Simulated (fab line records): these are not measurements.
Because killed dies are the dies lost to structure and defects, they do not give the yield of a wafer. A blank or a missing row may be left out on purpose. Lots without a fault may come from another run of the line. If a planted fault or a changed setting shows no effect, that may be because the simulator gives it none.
Comparing a struck lot with a sound one / flow sky130 / 15 out of 708 route steps
Sound: wafers L826.1, L826.3, L826.6. Wafers struck: L844.1, L844.4, L844.5. The cause comes at the end.
At each step with rows: each side's tool, then ch and its chambers, then its first start. Under that, the readings that differ: sound wafers / struck wafers / difference of the means / sigmas: that difference in standard deviations of wafers without a fault.
alike: a reading whose means differ by less than 2 such deviations, as well as words and numbers matching on both sides. not compared: withheld readings; readings where some wafer has no value; bounds like >300 that might hide an equal value; numbers whose values overlap and for which the record gives no deviation.
Wherever a step has rows on one side only, a row that says differs or no value, or a row with sigmas, the two part there. When numbers do not overlap yet have no deviation, they are printed without sigmas and do not part them. A reading that every wafer of one side lacks parts them only if that side has two wafers or more.

first, 6 steps without rows for these wafers: SKY_GATE_OXIDE_HMDS_04 (prime time 60 s); SKY_GATE_OXIDE_COAT_05 (resist thk 1140 nm); SKY_GATE_OXIDE_SOFTBAKE_06 (time 60 s); SKY_GATE_OXIDE_EXPOSE_07 (exposes mask LVOM, target cd 600 nm); SKY_GATE_OXIDE_PEB_08; SKY_GATE_OXIDE_DEVELOP_09 (develop time 60 s).
SKY_GATE_OXIDE_OVL_MEAS_10:
  sound on overlay-02 at day 14 23:24; struck on overlay-02 at day 21 05:27
  alike: GATE_OXIDE_OVL
then, 2 steps without rows for these wafers: SKY_GATE_OXIDE_IMPLANT_11; SKY_GATE_OXIDE_WET_ETCH_12 (etches SiO2 in dHF, target depth 16.8 nm, time 336 s).
SKY_GATE_OXIDE_STRIP_13: strips in O2/N2.
  sound on plasma-asher-03 ch 0,1, day 14 23:41; struck on plasma-asher-03 ch 0, day 21 05:44
  alike: drypump-motor-current-A, oes-product-au, strip-time-to-endpoint-s
  not compared: rf-hours-counter-h
SKY_GATE_OXIDE_TW_MEAS_14:
  sound on film-metro-03 at day 14 23:47; struck on film-metro-01 at day 21 05:50
  alike: GATE_OXIDE_TW
then, 1 step without rows for these wafers: SKY_GATE_OXIDE_CLEAN_15 (cleans in SC1/SC2, time 150 s).
SKY_GATE_OXIDE_OXIDATION_16: stabilise 600 s, purge 300 s, target thk 3.57 nm.
  sound on furnace-02 ch 0, day 15 02:50; struck on furnace-02 ch 0, day 21 05:57
reading=spike-tc-bottom-C (C); sound=819.5 819.5 818.6; struck=807.5 805.7 805.5; difference=-13.0; sigmas=-7
reading=spike-tc-centre-C (C); sound=800.1 800.9 799.6; struck=788.4 788.7 788.6; difference=-11.6; sigmas=-11
reading=spike-tc-lower-C (C); sound=803.6 802.1 799.7; struck=791.6 789.4 789.7; difference=-11.6; sigmas=-11
reading=spike-tc-top-C (C); sound=811.8 812.0 812.8; struck=800.6 800.7 801.5; difference=-11.3; sigmas=-5
reading=spike-tc-upper-C (C); sound=800.4 801.6 799.6; struck=788.2 789.6 789.3; difference=-11.5; sigmas=-10
reading=model.SiO2_of_GATE_OXIDE_OXIDATION_01.thk-nm (nm); sound=11.54 11.65 11.55; struck=11.18 11.23 11.39; difference=-0.31; sigmas=
  alike: zone-power-lower-pct
then, 1 step without rows for these wafers: SKY_POLY_GATE_CVD_00 (deposits poly-Si, target thk 180 nm, time 720 s).
-- a jump in the record: the struck wafers' starts before and after are 29 days apart (it breaks off in module POLY_GATE and resumes in module PAD_OPEN, where the first step shown is number 708 of the route) --
SKY_PAD_OPEN_PROBE_99:
  sound on prober-02 at day 46 22:32; struck on prober-02 at day 50 12:13
reading=killed_at_M0_to_M3; sound=40 47 33; struck=45 56 67; difference=+16; sigmas=+2
reading=killed-open; sound=36 52 51; struck=56 63 60; difference=+13; sigmas=+2
reading=model.etest.pfet_01v8.r-on-ohm-um; sound=2906 2909 2894; struck=2752 2814 2863; difference=-93; sigmas=
reading=model.etest.nfet_01v8_lvt.drive-ua-um; sound=576.9 581.3 595.7; struck=634.5 626.8 615.4; difference=+40.9; sigmas=
reading=model.etest.nfet_01v8_swapped.drive-ua-um; sound=511.1 513.3 522; struck=562.7 556.3 547.6; difference=+40.1; sigmas=
reading=model.etest.nfet_01v8_turned.drive-ua-um; sound=510.1 509.8 520.1; struck=563.2 556.3 544.2; difference=+41.2; sigmas=
reading=model.etest.nfet_01v8.drive-ua-um; sound=510.7 511.4 525.5; struck=564 553.4 546.2; difference=+39; sigmas=
reading=model.etest.nfet_01v8.r-on-ohm-um; sound=829.7 827.5 821; struck=764.1 781.7 796.6; difference=-45.3; sigmas=
reading=model.etest.sram-nfet-pass.drive-ua-um; sound=490.2 481.7 488.2; struck=547.9 500.7 507; difference=+31.8; sigmas=
reading=model.etest.nfet-g5v0d10v5.drive-ua-um; sound=612.4 602.5 609.2; struck=629.2 626.4 614.9; difference=+15.5; sigmas=
  alike: killed_at_M4_up, killed-at-contacts, killed-at-front-end, killed-at-other, killed-dies, killed-short

== WHERE THEY PART ==
First at SKY_GATE_OXIDE_OXIDATION_16; last, within this record, at SKY_PAD_OPEN_PROBE_99.

WHY: what had been put in by the simulator
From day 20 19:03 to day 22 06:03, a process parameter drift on furnace-02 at SKY_GATE_OXIDE_OXIDATION_16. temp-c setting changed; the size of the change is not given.
